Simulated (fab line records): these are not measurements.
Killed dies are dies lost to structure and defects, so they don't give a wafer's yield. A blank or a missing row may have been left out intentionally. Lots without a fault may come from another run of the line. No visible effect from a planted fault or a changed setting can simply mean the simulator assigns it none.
Which tool did it? / flow sky130 / 12 lots with 36 wafers sampled at 5 steps, on a route of 708 steps

WHAT THE GAUGES READ, wafer by wafer
SKY_VT_ADJUST_NCORE_TW_MEAS_11.
lot=L471; measured=day 8 21:37; on=film_metro-01; VT_ADJUST_NCORE_TW=219.6 221.6 220.3
lot=L472; measured=day 10 00:28; on=film_metro-01; VT_ADJUST_NCORE_TW=221.4 221.4 222.7
lot=L473; measured=day 10 01:21; on=film_metro-01; VT_ADJUST_NCORE_TW=220.6 219.8 221.3
lot=L474; measured=day 10 17:46; on=film_metro-04; VT_ADJUST_NCORE_TW=222.3 223.7 223.4
lot=L477; measured=day 10 22:02; on=film_metro-01; VT_ADJUST_NCORE_TW=220.9 221.1 221.8
lot=L482; measured=day 12 05:57; on=film_metro-03; VT_ADJUST_NCORE_TW=213.9 214.0 214.2
lot=L483; measured=day 12 14:50; on=film_metro-01; VT_ADJUST_NCORE_TW=211.9 213.3 212.9
lot=L486; measured=day 13 04:05; on=film_metro-03; VT_ADJUST_NCORE_TW=212.6 212.5 211.9
lot=L488; measured=day 14 16:31; on=film_metro-01; VT_ADJUST_NCORE_TW=223.5 221.9 222.8
lot=L490; measured=day 15 02:40; on=film_metro-03; VT_ADJUST_NCORE_TW=223.0 222.2 221.3
lot=L492; measured=day 15 04:25; on=film_metro-04; VT_ADJUST_NCORE_TW=220.6 221.2 221.6
lot=L493; measured=day 15 14:44; on=film_metro-01; VT_ADJUST_NCORE_TW=222.1 221.8 220.8

SKY_VT_ADJUST_PCH_TW_MEAS_10.
lot=L471; measured=day 10 17:42; on=film_metro-01; VT_ADJUST_PCH_TW=143.3 144.5 144.0
lot=L472; measured=day 11 21:59; on=film_metro-03; VT_ADJUST_PCH_TW=144.6 142.6 143.4
lot=L473; measured=day 12 00:04; on=film_metro-01; VT_ADJUST_PCH_TW=143.8 144.7 144.2
lot=L474; measured=day 12 18:27; on=film_metro-01; VT_ADJUST_PCH_TW=144.7 144.9 144.8
lot=L477; measured=day 12 22:41; on=film_metro-01; VT_ADJUST_PCH_TW=144.2 143.8 144.1
lot=L482; measured=day 14 08:50; on=film_metro-03; VT_ADJUST_PCH_TW=144.4 144.6 144.5
lot=L483; measured=day 14 18:32; on=film_metro-02; VT_ADJUST_PCH_TW=143.1 142.9 143.1
lot=L486; measured=day 15 08:58; on=film_metro-01; VT_ADJUST_PCH_TW=145.2 144.6 145.6
lot=L488; measured=day 16 22:39; on=film_metro-03; VT_ADJUST_PCH_TW=144.8 144.9 144.7
lot=L490; measured=day 17 07:49; on=film_metro-02; VT_ADJUST_PCH_TW=142.2 142.5 142.0
lot=L492; measured=day 17 09:47; on=film_metro-02; VT_ADJUST_PCH_TW=143.2 142.2 142.9
lot=L493; measured=day 17 21:50; on=film_metro-01; VT_ADJUST_PCH_TW=143.1 143.8 143.7

SKY_SONOS_TUNNEL_CD_MEAS_07: the cd target is 410 nm.
lot=L471; measured=day 11 17:04; on=cd_sem-01; cd_nm (nm)=407.3 409.0 406.9
lot=L472; measured=day 12 22:18; on=cd_sem-02; cd_nm (nm)=413.6 416.1 415.1
lot=L473; measured=day 13 00:32; on=cd_sem-02; cd_nm (nm)=409.5 410.5 411.4
lot=L474; measured=day 13 19:49; on=cd_sem-02; cd_nm (nm)=407.9 405.6 408.7
lot=L477; measured=day 14 00:05; on=cd_sem-01; cd_nm (nm)=410.5 411.3 411.9
lot=L482; measured=day 15 12:00; on=cd_sem-01; cd_nm (nm)=406.5 405.5 405.9
lot=L483; measured=day 15 21:26; on=cd_sem-01; cd_nm (nm)=410.2 409.4 409.4
lot=L486; measured=day 16 12:22; on=cd_sem-01; cd_nm (nm)=410.8 408.2 410.6
lot=L488; measured=day 18 02:37; on=cd_sem-02; cd_nm (nm)=408.8 407.8 407.8
lot=L490; measured=day 18 13:38; on=cd_sem-02; cd_nm (nm)=411.0 410.8 409.7
lot=L492; measured=day 18 15:31; on=cd_sem-01; cd_nm (nm)=408.6 407.5 407.7
lot=L493; measured=day 19 03:37; on=cd_sem-02; cd_nm (nm)=409.8 409.7 408.3

WHICH TOOL RAN EACH LOT (tool, then ch and the chambers of the sampled wafers, then the start)
lot=L471; SKY_VT_ADJUST_NCORE_IMPLANT_09=implanter-02 ch 0, day 8 21:23; SKY_VT_ADJUST_PCH_STRIP_09=plasma_asher-03 ch 0,1, day 10 17:37
lot=L472; SKY_VT_ADJUST_NCORE_IMPLANT_09=implanter-01 ch 0, day 10 00:13; SKY_VT_ADJUST_PCH_STRIP_09=plasma_asher-03 ch 0,1, day 11 21:53
lot=L473; SKY_VT_ADJUST_NCORE_IMPLANT_09=implanter-02 ch 0, day 10 01:06; SKY_VT_ADJUST_PCH_STRIP_09=plasma_asher-03 ch 0,1, day 11 23:58
lot=L474; SKY_VT_ADJUST_NCORE_IMPLANT_09=implanter-03 ch 0, day 10 17:33; SKY_VT_ADJUST_PCH_STRIP_09=plasma_asher-03 ch 0,1, day 12 18:22
lot=L477; SKY_VT_ADJUST_NCORE_IMPLANT_09=implanter-02 ch 0, day 10 21:47; SKY_VT_ADJUST_PCH_STRIP_09=plasma_asher-04 ch 0,1, day 12 22:35
lot=L482; SKY_VT_ADJUST_NCORE_IMPLANT_09=implanter-01 ch 0, day 12 05:43; SKY_VT_ADJUST_PCH_STRIP_09=plasma_asher-01 ch 0,1, day 14 08:43
lot=L483; SKY_VT_ADJUST_NCORE_IMPLANT_09=implanter-01 ch 0, day 12 14:35; SKY_VT_ADJUST_PCH_STRIP_09=plasma_asher-03 ch 0,1, day 14 18:26
lot=L486; SKY_VT_ADJUST_NCORE_IMPLANT_09=implanter-01 ch 0, day 13 03:53; SKY_VT_ADJUST_PCH_STRIP_09=plasma_asher-03 ch 0,1, day 15 08:52
lot=L488; SKY_VT_ADJUST_NCORE_IMPLANT_09=implanter-03 ch 0, day 14 16:18; SKY_VT_ADJUST_PCH_STRIP_09=plasma_asher-01 ch 0,1, day 16 22:34
lot=L490; SKY_VT_ADJUST_NCORE_IMPLANT_09=implanter-03 ch 0, day 15 02:25; SKY_VT_ADJUST_PCH_STRIP_09=plasma_asher-03 ch 1, day 17 07:43
lot=L492; SKY_VT_ADJUST_NCORE_IMPLANT_09=implanter-02 ch 0, day 15 04:12; SKY_VT_ADJUST_PCH_STRIP_09=plasma_asher-01 ch 0,1, day 17 09:42
lot=L493; SKY_VT_ADJUST_NCORE_IMPLANT_09=implanter-01 ch 0, day 15 14:31; SKY_VT_ADJUST_PCH_STRIP_09=plasma_asher-03 ch 0,1, day 17 21:44
- SKY_VT_ADJUST_NCORE_IMPLANT_09
- SKY_VT_ADJUST_PCH_STRIP_09: strips in O2/N2.

AS READ BY THE TOOLS THEMSELVES (means over the sampled wafers that have a number; for cases with no such wafer, the mark the record gives instead)
SKY_VT_ADJUST_NCORE_IMPLANT_09.
lot=L471 tool=implanter-02 dose_ions_cm2=2.4001e+12 faraday_current_uA=13.34
lot=L472 tool=implanter-01 dose_ions_cm2=2.4009e+12 faraday_current_uA=13.83
lot=L473 tool=implanter-02 dose_ions_cm2=2.4003e+12 faraday_current_uA=13.32
lot=L474 tool=implanter-03 dose_ions_cm2=2.4022e+12 faraday_current_uA=13.34
lot=L477 tool=implanter-02 dose_ions_cm2=2.3995e+12 faraday_current_uA=13.60
lot=L482 tool=implanter-01 dose_ions_cm2=2.0726e+12 faraday_current_uA=11.49
lot=L483 tool=implanter-01 dose_ions_cm2=2.0778e+12 faraday_current_uA=11.75
lot=L486 tool=implanter-01 dose_ions_cm2=2.0728e+12 faraday_current_uA=11.59
lot=L488 tool=implanter-03 dose_ions_cm2=2.3994e+12 faraday_current_uA=13.37
lot=L490 tool=implanter-03 dose_ions_cm2=2.4014e+12 faraday_current_uA=13.46
lot=L492 tool=implanter-02 dose_ions_cm2=2.4022e+12 faraday_current_uA=13.52
lot=L493 tool=implanter-01 dose_ions_cm2=2.4026e+12 faraday_current_uA=13.58

SKY_VT_ADJUST_PCH_STRIP_09.
lot=L471; tool=plasma_asher-03; drypump_motor_current_A (A)=6.1; oes_product_au (a.u.)=0.725; strip_time_to_endpoint_s (s)=36.90
lot=L472; tool=plasma_asher-03; drypump_motor_current_A (A)=5.9; oes_product_au (a.u.)=0.718; strip_time_to_endpoint_s (s)=36.93
lot=L473; tool=plasma_asher-03; drypump_motor_current_A (A)=6.1; oes_product_au (a.u.)=0.720; strip_time_to_endpoint_s (s)=36.80
lot=L474; tool=plasma_asher-03; drypump_motor_current_A (A)=6.1; oes_product_au (a.u.)=0.725; strip_time_to_endpoint_s (s)=36.86
lot=L477; tool=plasma_asher-04; drypump_motor_current_A (A)=5.8; oes_product_au (a.u.)=0.720; strip_time_to_endpoint_s (s)=36.85
lot=L482; tool=plasma_asher-01; drypump_motor_current_A (A)=5.8; oes_product_au (a.u.)=0.725; strip_time_to_endpoint_s (s)=37.09
lot=L483; tool=plasma_asher-03; drypump_motor_current_A (A)=5.9; oes_product_au (a.u.)=0.724; strip_time_to_endpoint_s (s)=36.92
lot=L486; tool=plasma_asher-03; drypump_motor_current_A (A)=5.9; oes_product_au (a.u.)=0.725; strip_time_to_endpoint_s (s)=36.92
lot=L488; tool=plasma_asher-01; drypump_motor_current_A (A)=5.8; oes_product_au (a.u.)=0.724; strip_time_to_endpoint_s (s)=37.15
lot=L490; tool=plasma_asher-03; drypump_motor_current_A (A)=5.8; oes_product_au (a.u.)=0.721; strip_time_to_endpoint_s (s)=36.98
lot=L492; tool=plasma_asher-01; drypump_motor_current_A (A)=5.7; oes_product_au (a.u.)=0.715; strip_time_to_endpoint_s (s)=36.85
lot=L493; tool=plasma_asher-03; drypump_motor_current_A (A)=6.1; oes_product_au (a.u.)=0.722; strip_time_to_endpoint_s (s)=36.94

THE ANSWER, worked out from the rows above alone
Rule: the usual values come from the lots themselves. The widest of any qualifying gaps counts: lots, ordered by their means at a reading, are off when they make up no more than a third of the lots, leave a main group of 4 or more, and stand apart from it by 3 or more times the standard deviation of that group's means. Not used: any main group whose means are identical at the precision the tables above print for the reading. Also off: a lot with no number at a reading for which 4 or more lots have one. All remaining lots with rows at the step are treated as sound. After the gauges, taken in route order, come the tools' own readings; for these a lot's mean is taken, as printed above. The first step at which some lot is off is used, and at that step the reading that is off furthest; a lot without a number counts as furthest.
Off: at SKY_VT_ADJUST_NCORE_TW_MEAS_11 (VT_ADJUST_NCORE_TW), L482, L483, L486. Main group: mean 221.7, sd 0.86.
If a tool, at a process step before that reading, ran all the lots that are off and no sound lot after the first of them, it fits. Not tried: the gauges at SKY_VT_ADJUST_NCORE_TW_MEAS_11; whatever is off there is also off at SKY_VT_ADJUST_NCORE_IMPLANT_09, on other tools, and gauge error can't account for it. No candidate that was tried fits.

WHAT THE SIMULATOR HAD PUT IN
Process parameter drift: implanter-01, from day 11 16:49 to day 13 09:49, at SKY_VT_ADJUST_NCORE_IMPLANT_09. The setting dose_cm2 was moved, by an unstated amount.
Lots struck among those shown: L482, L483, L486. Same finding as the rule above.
